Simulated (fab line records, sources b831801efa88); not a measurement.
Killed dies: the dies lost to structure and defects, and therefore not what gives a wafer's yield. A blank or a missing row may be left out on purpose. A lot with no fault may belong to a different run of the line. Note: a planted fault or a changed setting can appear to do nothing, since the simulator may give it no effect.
fab line records ; flow sfq-line
[record] lots = 14; wafers = 42; last-day = 92
route steps=325 shown L0V@23 M1@71 I3@133 JJ@179
lots that met no fault: from a run of the same line without faults
start-h: the number of hours between the record's first day and the start of the first shown wafer of the lot ; wait-h: time in hours since the lot's previous step ; " unchanged from the row above ; L1.1+2: several wafers, shown together as one row ; - value missing, or start not given ; * or withheld: withheld ; < > ~ a bound
route shown NAME@n: names a module that has steps shown in the file, with the first one's number in the route ; usual: mean and standard deviation over wafers with no fault ; same: alike in all rows ; chamber/n: place in a boat ; sites: the reading at each site ; _std_site: the standard deviation of these ; _edge_site: the outer-site mean with the inner-site mean subtracted ; radius-mm: how far each site lies from the wafer's centre ; mask NAME#n: copy n ; behind: the last tool/chamber to shape the wafer ; hold: why the lot went on hold/how many hours it stayed there/how the hold came to an end ; device: transistor that didn't switch, given as n, p or np ; end of line: tests of these same wafers at the route's end ; a step given without rows: its recipe and nothing more ; killed: the dies lost at the first sort to structure and to defects; this is not the yield of the wafer ; map: a wafer's dies, x killed, . not, _ none there
set.NAME: the setting that was run; set.NAME@STEP: the one run at that earlier step ; model.NAME: the simulator's own value behind a step, which no gauge read
route steps across a sampled set of lots; one table per step, one row per wafer
services: when a tool's chamber went out of use (start-h, in hours from the record's first day, below 0 if earlier), for how many hours, and the reason
[[steps]]
[step SFQ_L0V_OVL_MEAS_903]
[usual] L0V_OVL = -1/6.7
lot.wafer;tool;chamber;start-h;wait-h;L0V_OVL[nm]
L888.2;overlay-01;-;93.74;0.1;-6
L888.5;overlay-01;-;93.74;0.1;-9
L888.6;overlay-01;-;93.74;0.1;6
L889.2;overlay-01;-;96.14;0.1;-9
L889.5;overlay-01;-;96.14;0.1;-4
L889.6;overlay-01;-;96.14;0.1;-6
L892.4;overlay-01;-;106.03;0.1;9
L892.5;overlay-01;-;106.03;0.1;8
L892.6;overlay-01;-;106.03;0.1;7
L893.4;overlay-01;-;109.73;0.1;-3
L893.5;overlay-01;-;109.73;0.1;1
L893.6;overlay-01;-;109.73;0.1;0
L894.1;overlay-01;-;113.31;0.1;-14
L894.2;overlay-01;-;113.31;0.1;-13
L894.4;overlay-01;-;113.31;0.1;-17
L896.2;overlay-01;-;119.32;0.1;-1
L896.5;overlay-01;-;119.32;0.1;1
L896.6;overlay-01;-;119.32;0.1;-4
L897.2;overlay-02;-;125.32;0.1;1
L897.3;overlay-02;-;125.32;0.1;2
L897.6;overlay-02;-;125.32;0.1;4
L898.1;overlay-01;-;128.91;0.1;-2
L898.4;overlay-01;-;128.91;0.1;-8
L898.6;overlay-01;-;128.91;0.1;-9
L906.1;overlay-01;-;174.48;0.1;-4
L906.3;overlay-01;-;174.48;0.1;-11
L906.6;overlay-01;-;174.48;0.1;5
L907.2;overlay-02;-;176.89;0.1;-7
L907.5;overlay-02;-;176.89;0.1;-4
L907.6;overlay-02;-;176.89;0.1;1
L908.1;overlay-02;-;180.48;0.1;3
L908.3;overlay-02;-;180.48;0.1;6
L908.5;overlay-02;-;180.48;0.1;4
L909.2;overlay-01;-;190.09;0.1;-4
L909.4;overlay-01;-;190.09;0.1;-2
L909.6;overlay-01;-;190.09;0.1;1
L910.3;overlay-02;-;206.47;0.1;6
L910.4;overlay-02;-;206.47;0.1;7
L910.5;overlay-02;-;206.47;0.1;6
L911.2;overlay-01;-;210.81;0.1;-8
L911.3;overlay-01;-;210.81;0.1;-9
L911.5;overlay-01;-;210.81;0.1;-2
[step SFQ_TRILAYER_M1_STRIP_STRIP_043]
[recipe] gas = O2; power-w = 200; platen-temp-c = 40; overash-fraction = 0.65; chemistry = O2; pressure-mtorr = 50
[usual] drypump-motor-current-A = 5.8/0.33; he-backside-leak-sccm = 3.36/0.2; oes-product-au = 1.002/0.011
lot.wafer;tool;chamber;start-h;wait-h;drypump-motor-current-A;he-backside-leak-sccm;oes-product-au;rf-hours-counter-h
L888.2;rie-metal-04;1;295.06;0.1;6.2;3.54;1.000;167
L888.5;rie-metal-04;0;295.06;0.1;5.7;3.22;1.000;-
L888.6;rie-metal-04;1;295.06;0.1;6.2;3.46;1.002;-
L889.2;rie-metal-02;1;297.46;0.1;6.3;3.25;1.017;6
L889.5;rie-metal-02;1;297.46;0.1;6.3;3.11;1.010;-
L889.6;rie-metal-02;0;297.46;0.1;5.5;3.49;0.989;-
L892.4;rie-metal-01;0;312.06;0.2;5.5;3.13;1.005;-
L892.5;rie-metal-01;1;312.06;0.2;5.4;3.59;1.008;-
L892.6;rie-metal-01;0;312.06;0.2;5.5;3.16;1.003;-
L893.4;rie-metal-01;0;321.66;0.2;5.5;3.20;1.013;-
L893.5;rie-metal-01;1;321.66;0.2;5.5;3.46;1.014;-
L893.6;rie-metal-01;0;321.66;0.2;5.5;3.23;1.011;-
L894.1;rie-metal-04;1;327.46;0.1;6.1;3.37;0.989;174
L894.2;rie-metal-04;0;327.46;0.1;5.8;3.15;1.006;16
L894.4;rie-metal-04;0;327.46;0.1;5.8;3.09;1.002;-
L896.2;rie-metal-04;0;337.06;0.1;5.8;2.90;1.013;17
L896.5;rie-metal-04;0;337.06;0.1;5.8;2.96;1.015;-
L896.6;rie-metal-04;1;337.06;0.1;6.2;3.34;1.007;-
L897.2;rie-metal-02;1;351.56;0.1;6.3;3.34;1.005;18
L897.3;rie-metal-02;1;351.56;0.1;6.3;3.36;1.021;-
L897.6;rie-metal-02;0;351.56;0.1;5.5;3.44;1.000;-
L898.1;rie-metal-01;1;357.45;0.1;5.4;3.68;1.019;28
L898.4;rie-metal-01;1;357.45;0.1;5.5;3.79;1.015;-
L898.6;rie-metal-01;0;357.45;0.1;5.5;3.15;1.009;-
L906.1;rie-metal-04;0;423.36;0.1;5.8;3.15;1.012;36
L906.3;rie-metal-04;0;423.36;0.1;5.8;3.16;0.999;-
L906.6;rie-metal-04;0;423.36;0.1;5.8;3.13;1.016;-
L907.2;rie-metal-02;0;432.14;0.4;5.5;3.52;0.980;-
L907.5;rie-metal-02;0;432.14;0.4;5.5;3.64;0.986;-
L907.6;rie-metal-02;0;432.14;0.4;5.5;3.59;0.985;-
L908.1;rie-metal-04;1;436.11;0.1;6.2;3.14;1.008;4
L908.3;rie-metal-04;0;436.11;0.1;5.8;3.29;1.017;-
L908.5;rie-metal-04;1;436.11;0.1;6.2;3.02;1.009;-
L909.2;rie-metal-02;1;449.31;0.1;6.3;3.37;1.000;33
L909.4;rie-metal-02;1;449.31;0.1;6.3;3.41;1.006;-
L909.6;rie-metal-02;1;449.31;0.1;6.3;3.22;0.999;-
L910.3;rie-metal-04;1;456.71;0.2;6.2;3.39;1.017;-
L910.4;rie-metal-04;0;456.71;0.2;5.8;3.22;1.022;-
L910.5;rie-metal-04;0;456.71;0.2;5.8;3.11;1.015;-
L911.2;rie-metal-02;1;467.31;0.1;6.3;3.13;0.998;37
L911.3;rie-metal-02;0;467.31;0.1;5.5;3.39;0.991;-
L911.5;rie-metal-02;0;467.31;0.1;5.5;3.61;0.978;-
[step SFQ_TRILAYER_I3_DEP_PECVD_081]
[recipe] material = SiO2; temp-c = 150; time-s = 111.11; pressure-torr = 2.4; rf-w = 183.3; precursor = SiH4/N2O; target-thk-nm = 500
[usual] heater-power-w = 85/18; run-length-s = 139.0/0.68; throttle-valve-pct = 24.0/1
lot.wafer;tool;chamber;start-h;wait-h;heater-power-w;run-length-s;since-wet-clean-h;throttle-valve-pct
L888.2;pecvd-01;0;866.96;0.0;86;139.4;1028;23.6
L888.5;pecvd-01;1;866.96;0.0;129;139.5;-;24.2
L888.6;pecvd-01;2;866.96;0.0;93;140.1;-;24.6
L889.2;pecvd-01;1;872.96;0.0;130;139.2;1034;24.0
L889.5;pecvd-01;0;872.96;0.0;86;139.2;-;23.6
L889.6;pecvd-01;2;872.96;0.0;83;139.5;-;24.6
L892.4;pecvd-04;0;895.51;0.0;71;138.0;-;24.1
L892.5;pecvd-04;1;895.51;0.0;63;139.9;-;25.4
L892.6;pecvd-04;2;895.51;0.0;87;138.3;-;23.1
L893.4;pecvd-04;2;905.24;0.0;85;138.1;-;23.2
L893.5;pecvd-04;0;905.24;0.0;66;138.0;-;24.0
L893.6;pecvd-04;1;905.24;0.0;64;139.6;-;25.0
L894.1;pecvd-04;2;908.80;0.0;74;138.2;331;23.1
L894.2;pecvd-04;0;908.80;0.0;60;138.5;331;24.1
L894.4;pecvd-04;0;908.80;0.0;65;138.0;-;23.9
L896.2;pecvd-04;1;916.00;0.0;65;114.2;338;25.0
L896.5;pecvd-04;0;916.00;0.0;71;113.5;-;24.2
L896.6;pecvd-04;2;916.00;0.0;91;112.5;-;23.3
L897.2;pecvd-04;2;930.52;0.0;81;112.7;353;22.9
L897.3;pecvd-04;0;930.52;0.0;72;112.9;353;24.1
L897.6;pecvd-04;2;930.52;0.0;87;112.5;-;23.3
L898.1;pecvd-01;2;937.72;0.0;89;139.4;1099;24.4
L898.4;pecvd-01;2;937.72;0.0;91;139.3;-;24.8
L898.6;pecvd-01;1;937.72;0.0;123;139.2;-;23.9
L906.1;pecvd-04;2;1041.42;0.0;90;137.9;464;23.6
L906.3;pecvd-04;0;1041.42;0.0;67;137.9;464;24.9
L906.6;pecvd-04;2;1041.42;0.0;74;138.3;-;23.7
L907.2;pecvd-04;2;1057.14;0.0;92;138.1;479;23.6
L907.5;pecvd-04;0;1057.14;0.0;74;138.8;-;24.5
L907.6;pecvd-04;1;1057.14;0.0;62;139.7;-;25.7
L908.1;pecvd-04;1;1060.74;0.0;63;139.8;483;25.6
L908.3;pecvd-04;0;1060.74;0.0;71;138.4;483;24.7
L908.5;pecvd-04;0;1060.74;0.0;74;138.1;-;24.8
L909.2;pecvd-01;1;1078.74;0.0;119;138.7;1240;24.0
L909.4;pecvd-01;2;1078.74;0.0;89;140.0;-;24.4
L909.6;pecvd-01;1;1078.74;0.0;122;138.7;-;24.2
L910.3;pecvd-02;2;1085.94;0.0;86;139.2;139;23.2
L910.4;pecvd-02;1;1085.94;0.0;97;138.5;-;24.7
L910.5;pecvd-02;2;1085.94;0.0;85;139.6;-;23.0
L911.2;pecvd-04;1;1096.46;0.0;62;139.4;519;25.4
L911.3;pecvd-04;2;1096.46;0.0;85;139.0;519;23.8
L911.5;pecvd-04;0;1096.46;0.0;60;138.9;-;24.7
[step SFQ_TRILAYER_I3_CMP_CMP_082]
[recipe] material = SiO2; down-force-psi = 3; platen-rpm = 60; pad-velocity-m-s = 0.94248
[usual] edge-zone-pressure-frac = 1.000/0.0048; motor-current-A = 10.1/1.1; platen-rpm = 60.00/0.04; time-to-endpoint-s = 215/7.3
lot.wafer;tool;chamber;start-h;wait-h;edge-zone-pressure-frac;motor-current-A;platen-rpm;time-to-endpoint-s
L888.2;cmp-01;1;868.03;1.0;0.997;10.9;59.96;215
L888.6;cmp-01;3;869.03;2.0;0.991;10.1;59.96;213
L888.5;cmp-01;0;869.03;2.0;1.000;9.2;59.96;217
L889.2;cmp-02;2;873.53;0.5;0.996;7.9;59.95;219
L889.6;cmp-02;1;875.03;2.0;1.002;9.6;60.00;214
L889.5;cmp-02;2;875.03;2.0;1.000;8.1;59.96;227
L892.4;cmp-02;1;897.05;1.5;1.006;10.2;59.95;216
L892.6;cmp-02;2;897.05;1.5;1.012;8.1;59.99;218
L892.5;cmp-02;3;897.05;1.5;0.995;11.1;60.04;223
L893.4;cmp-02;1;905.28;0.0;1.001;9.9;60.07;221
L893.6;cmp-02;1;907.28;2.0;1.008;9.8;60.03;223
L893.5;cmp-02;2;907.28;2.0;0.997;8.0;59.94;218
L894.1;cmp-01;3;909.48;0.6;0.997;9.9;59.96;210
L894.2;cmp-01;0;909.48;0.6;1.004;9.6;60.04;210
L894.4;cmp-01;1;909.48;0.6;0.996;11.7;60.06;220
L896.2;cmp-02;3;917.08;1.0;1.002;11.3;60.02;134
L896.6;cmp-02;1;918.08;2.0;0.997;10.2;59.98;139
L896.5;cmp-02;2;918.08;2.0;0.998;7.8;60.01;135
L897.2;cmp-02;3;933.60;3.0;0.997;10.5;60.02;123
L897.3;cmp-02;0;933.60;3.0;1.002;10.3;60.09;135
L897.6;cmp-02;3;935.60;5.0;0.998;11.6;60.04;128
L898.1;cmp-01;0;938.80;1.0;1.001;8.8;60.05;213
L898.4;cmp-01;1;938.80;1.0;1.003;11.8;60.00;217
L898.6;cmp-01;2;938.80;1.0;1.008;9.9;60.08;217
L906.1;cmp-01;3;1041.50;0.0;1.001;10.7;59.94;212
L906.3;cmp-01;2;1043.00;1.5;0.996;10.3;60.03;212
L906.6;cmp-01;3;1043.00;1.5;0.990;10.8;59.91;216
L907.2;cmp-01;3;1063.60;6.4;0.997;10.8;60.04;202
L907.6;cmp-01;0;1063.60;6.4;1.005;9.5;60.08;217
L907.5;cmp-01;1;1063.60;6.4;0.994;11.2;60.08;214
L908.3;cmp-01;2;1068.60;7.8;1.002;9.9;59.93;197
L908.1;cmp-01;0;1069.60;8.8;1.000;9.9;59.95;207
L908.5;cmp-01;1;1069.60;8.8;0.993;11.0;59.99;211
L909.4;cmp-01;3;1087.22;8.4;0.995;10.2;59.96;214
L909.2;cmp-01;0;1087.22;8.4;0.996;9.3;59.98;208
L909.6;cmp-01;2;1088.72;9.9;0.999;10.4;60.08;214
L910.3;cmp-02;1;1093.22;7.2;1.003;10.3;60.08;219
L910.4;cmp-02;3;1094.22;8.2;0.999;11.7;60.00;210
L910.5;cmp-02;1;1095.22;9.2;1.000;9.9;60.01;220
L911.2;cmp-02;1;1102.72;6.2;1.000;10.2;60.00;207
L911.3;cmp-02;2;1102.72;6.2;0.998;7.7;59.96;211
L911.5;cmp-02;0;1104.22;7.7;1.013;10.2;60.03;216
[step SFQ_TRILAYER_JJ_TRILAYER_DEP_SPUTTER_109]
[recipe] material = Nb; base-pressure-pa = 1.33e-06; chamber-pressure-pa = 0.1333; substrate-temp-c = 20; target-thk-nm = 150; power-w = 2000; time-s = 100
[usual] throttle-valve-pct = 30.4/0.98
lot.wafer;tool;chamber;start-h;wait-h;throttle-valve-pct
L888.2;pvd-sputter-04;-;1191.66;0.0;31.3
L888.5;pvd-sputter-04;-;1191.66;0.0;31.2
L888.6;pvd-sputter-04;-;1191.66;0.0;31.0
L889.2;pvd-sputter-04;-;1194.06;0.0;31.1
L889.5;pvd-sputter-04;-;1194.06;0.0;31.1
L889.6;pvd-sputter-04;-;1194.06;0.0;30.7
L892.4;pvd-sputter-03;-;1201.26;0.0;28.9
L892.5;pvd-sputter-03;-;1201.26;0.0;30.7
L892.6;pvd-sputter-03;-;1201.26;0.0;31.7
L893.4;pvd-sputter-03;-;1213.26;0.0;31.5
L893.5;pvd-sputter-03;-;1213.26;0.0;30.7
L893.6;pvd-sputter-03;-;1213.26;0.0;32.0
L894.1;pvd-sputter-04;-;1221.66;0.0;30.8
L894.2;pvd-sputter-04;-;1221.66;0.0;31.3
L894.4;pvd-sputter-04;-;1221.66;0.0;31.0
L896.2;pvd-sputter-04;-;1228.86;0.0;31.2
L896.5;pvd-sputter-04;-;1228.86;0.0;30.6
L896.6;pvd-sputter-04;-;1228.86;0.0;31.0
L897.2;pvd-sputter-04;-;1237.26;0.0;29.0
L897.3;pvd-sputter-04;-;1237.26;0.0;31.0
L897.6;pvd-sputter-04;-;1237.26;0.0;31.1
L898.1;pvd-sputter-03;-;1239.66;0.0;30.5
L898.4;pvd-sputter-03;-;1239.66;0.0;29.0
L898.6;pvd-sputter-03;-;1239.66;0.0;29.0
L906.1;pvd-sputter-03;-;1408.12;0.0;30.9
L906.3;pvd-sputter-03;-;1408.12;0.0;28.8
L906.6;pvd-sputter-03;-;1408.12;0.0;30.8
L907.2;pvd-sputter-04;-;1415.44;0.0;30.8
L907.5;pvd-sputter-04;-;1415.44;0.0;29.1
L907.6;pvd-sputter-04;-;1415.44;0.0;31.3
L908.1;pvd-sputter-05;-;1467.74;0.0;30.8
L908.3;pvd-sputter-05;-;1467.74;0.0;31.2
L908.5;pvd-sputter-05;-;1467.74;0.0;31.1
L909.2;pvd-sputter-04;-;1482.12;0.0;31.3
L909.4;pvd-sputter-04;-;1482.12;0.0;29.2
L909.6;pvd-sputter-04;-;1482.12;0.0;29.0
L910.3;pvd-sputter-05;-;1492.32;0.0;28.3
L910.4;pvd-sputter-05;-;1492.32;0.0;31.0
L910.5;pvd-sputter-05;-;1492.32;0.0;30.9
L911.2;pvd-sputter-05;-;1495.32;0.0;28.4
L911.3;pvd-sputter-05;-;1495.32;0.0;31.2
L911.5;pvd-sputter-05;-;1495.32;0.0;30.0
[[services]]
tool;chamber;start-h;hours;kind
cmp-02;-;283.32;4.8;pm
cmp-02;-;289.57;1.4;repair
pvd-sputter-04;-;304.76;3.1;repair
pecvd-04;-;305.24;1.0;repair
pvd-sputter-04;-;315.67;7.1;repair
pvd-sputter-04;-;326.06;0.6;repair
cmp-02;-;331.72;1.0;repair
pecvd-04;-;340.95;1.4;repair
cmp-01;-;357.63;1.5;repair
cmp-01;-;389.36;0.4;repair
pvd-sputter-04;-;407.56;5.7;repair
cmp-01;-;416.52;4.0;pm
pecvd-04;-;489.34;0.4;repair
pecvd-04;-;563.75;14.0;pm
pecvd-04;0;594.34;5.0;repair
pecvd-04;-;730.72;1.0;repair
pecvd-04;2;885.31;5.4;repair
pecvd-04;-;1102.55;2.8;pm
pecvd-04;-;1131.71;1.2;repair
pecvd-04;1;1218.51;16.1;repair
pecvd-04;1;1278.69;12.4;repair
pecvd-04;-;1282.02;0.7;repair
pecvd-04;-;1370.90;0.8;repair
pecvd-04;-;1434.15;5.5;pm
[[key]]
[first-sign] step = SFQ_TRILAYER_I3_DEP_PECVD_081; reading = run-length-s; direction = down; sigmas = 38; usual = *; struck = *
[effect] step = SFQ_TRILAYER_I3_CMP_CMP_082; reading = time-to-endpoint-s; direction = down; sigmas = 11; usual = *; struck = *
met-at SFQ_TRILAYER_I3_DEP_PECVD_081
struck-lots L896,L897
not-acting-at SFQ_L0V_OVL_MEAS_903,SFQ_TRILAYER_M1_STRIP_STRIP_043,SFQ_TRILAYER_JJ_TRILAYER_DEP_SPUTTER_109
onset-between 908.80 916.00
[fault] kind = process-parameter-drift; tool = pecvd-04; chamber = -; onset-h = 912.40; steps = SFQ_TRILAYER_I3_DEP_PECVD_081; channel = time-s; offset = *; shape = step; end-h = 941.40; acts-in = *; stated = *
